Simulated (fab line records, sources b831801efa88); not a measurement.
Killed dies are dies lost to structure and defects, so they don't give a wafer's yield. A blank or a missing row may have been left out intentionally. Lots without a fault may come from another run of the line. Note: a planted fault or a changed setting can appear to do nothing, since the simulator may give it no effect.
Which of the tools did it? / flow sfqLine / route of 325 steps, sampled at 1 step: 14 lots, 42 wafers

WHAT EACH GAUGE READ, for each wafer
Not one reading of a measure or inspect step in the record can be checked against a usual standard deviation.

WHICH TOOL RAN EACH LOT (tool, then ch and the chambers of the sampled wafers, then the start)
lot=L345; SFQ_TRILAYER_I4_VIA_BARC_OPEN_VIA_ETCH_146=rieDiel-01 ch 0,2, day 60 10:25
lot=L346; SFQ_TRILAYER_I4_VIA_BARC_OPEN_VIA_ETCH_146=rieDiel-03 ch 0,3, day 60 17:37
lot=L347; SFQ_TRILAYER_I4_VIA_BARC_OPEN_VIA_ETCH_146=rieDiel-01 ch 1,2,3, day 60 21:13
lot=L352; SFQ_TRILAYER_I4_VIA_BARC_OPEN_VIA_ETCH_146=rieDiel-03 ch 0,1,3, day 63 08:34
lot=L353; SFQ_TRILAYER_I4_VIA_BARC_OPEN_VIA_ETCH_146=rieDiel-03 ch 0,1,3, day 63 12:10
lot=L355; SFQ_TRILAYER_I4_VIA_BARC_OPEN_VIA_ETCH_146=rieDiel-01 ch 1,2, day 64 01:22
lot=L358; SFQ_TRILAYER_I4_VIA_BARC_OPEN_VIA_ETCH_146=rieDiel-03 ch 1,2, day 66 15:01
lot=L360; SFQ_TRILAYER_I4_VIA_BARC_OPEN_VIA_ETCH_146=rieDiel-01 ch 0,1,3, day 66 17:25
lot=L361; SFQ_TRILAYER_I4_VIA_BARC_OPEN_VIA_ETCH_146=rieDiel-03 ch 1,2,3, day 66 18:37
lot=L362; SFQ_TRILAYER_I4_VIA_BARC_OPEN_VIA_ETCH_146=rieDiel-04 ch 0,1,2, day 66 19:49
lot=L363; SFQ_TRILAYER_I4_VIA_BARC_OPEN_VIA_ETCH_146=rieDiel-01 ch 0,1, day 66 21:01
lot=L364; SFQ_TRILAYER_I4_VIA_BARC_OPEN_VIA_ETCH_146=rieDiel-03 ch 0,2, day 66 22:13
lot=L365; SFQ_TRILAYER_I4_VIA_BARC_OPEN_VIA_ETCH_146=rieDiel-04 ch 0,1,2, day 66 23:25
lot=L367; SFQ_TRILAYER_I4_VIA_BARC_OPEN_VIA_ETCH_146=rieDiel-03 ch 0,2,3, day 67 01:49
- SFQ_TRILAYER_I4_VIA_BARC_OPEN_VIA_ETCH_146: etches BARC in O2, target depth 125 nm, time 41.7 s.

WHAT THE TOOLS THEMSELVES READ (means of the sampled wafers that have a number; where no wafer has one, the mark that the record gives instead)
SFQ_TRILAYER_I4_VIA_BARC_OPEN_VIA_ETCH_146. Usual: drypumpMotorCurrentA 5.8 A, standard deviation 0.58; oesProductAu 0.685 a.u., standard deviation 0.0047; rfFwdPowerW 493.9 W, standard deviation 2.1.
lot=L345; tool=rieDiel-01; drypumpMotorCurrentA (A)=5.8; oesProductAu (a.u.)=0.687; rfFwdPowerW (W)=494.1; flag=
lot=L346; tool=rieDiel-03; drypumpMotorCurrentA (A)=5.1; oesProductAu (a.u.)=0.686; rfFwdPowerW (W)=495.5; flag=
lot=L347; tool=rieDiel-01; drypumpMotorCurrentA (A)=5.9; oesProductAu (a.u.)=0.679; rfFwdPowerW (W)=493.7; flag=
lot=L352; tool=rieDiel-03; drypumpMotorCurrentA (A)=5.6; oesProductAu (a.u.)=0.689; rfFwdPowerW (W)=560.4; flag=OFF
lot=L353; tool=rieDiel-03; drypumpMotorCurrentA (A)=5.6; oesProductAu (a.u.)=0.690; rfFwdPowerW (W)=558.4; flag=OFF
lot=L355; tool=rieDiel-01; drypumpMotorCurrentA (A)=6.1; oesProductAu (a.u.)=0.687; rfFwdPowerW (W)=493.2; flag=
lot=L358; tool=rieDiel-03; drypumpMotorCurrentA (A)=6.3; oesProductAu (a.u.)=0.685; rfFwdPowerW (W)=490.8; flag=
lot=L360; tool=rieDiel-01; drypumpMotorCurrentA (A)=6.1; oesProductAu (a.u.)=0.685; rfFwdPowerW (W)=493.5; flag=
lot=L361; tool=rieDiel-03; drypumpMotorCurrentA (A)=5.9; oesProductAu (a.u.)=0.690; rfFwdPowerW (W)=493.2; flag=
lot=L362; tool=rieDiel-04; drypumpMotorCurrentA (A)=5.8; oesProductAu (a.u.)=0.686; rfFwdPowerW (W)=494.9; flag=
lot=L363; tool=rieDiel-01; drypumpMotorCurrentA (A)=6.3; oesProductAu (a.u.)=0.679; rfFwdPowerW (W)=492.5; flag=
lot=L364; tool=rieDiel-03; drypumpMotorCurrentA (A)=5.9; oesProductAu (a.u.)=0.682; rfFwdPowerW (W)=492.2; flag=
lot=L365; tool=rieDiel-04; drypumpMotorCurrentA (A)=5.8; oesProductAu (a.u.)=0.683; rfFwdPowerW (W)=495.4; flag=
lot=L367; tool=rieDiel-03; drypumpMotorCurrentA (A)=5.6; oesProductAu (a.u.)=0.682; rfFwdPowerW (W)=492.2; flag=

THE ANSWER, worked out from the rows above alone
Rule: a lot is off if the mean of its wafers that have a number lies more than 3 standard deviations from the usual mean. Also off: a lot with no number at a reading for which 4 or more lots have one. The other lots that the step has rows for count as sound. After the gauges, taken in route order, come the tools' own readings; for these a lot's mean is taken, as printed above. The first step at which some lot is off is used, and at that step the reading that is off furthest; a lot without a number counts as furthest.
Off at SFQ_TRILAYER_I4_VIA_BARC_OPEN_VIA_ETCH_146 (rfFwdPowerW): L352, L353.
If a tool, at that step or one of the process steps before it, ran each lot that is off and ran no sound lot following the first of them, it fits. None of those tried fits.

WHAT WAS PUT IN BY THE SIMULATOR
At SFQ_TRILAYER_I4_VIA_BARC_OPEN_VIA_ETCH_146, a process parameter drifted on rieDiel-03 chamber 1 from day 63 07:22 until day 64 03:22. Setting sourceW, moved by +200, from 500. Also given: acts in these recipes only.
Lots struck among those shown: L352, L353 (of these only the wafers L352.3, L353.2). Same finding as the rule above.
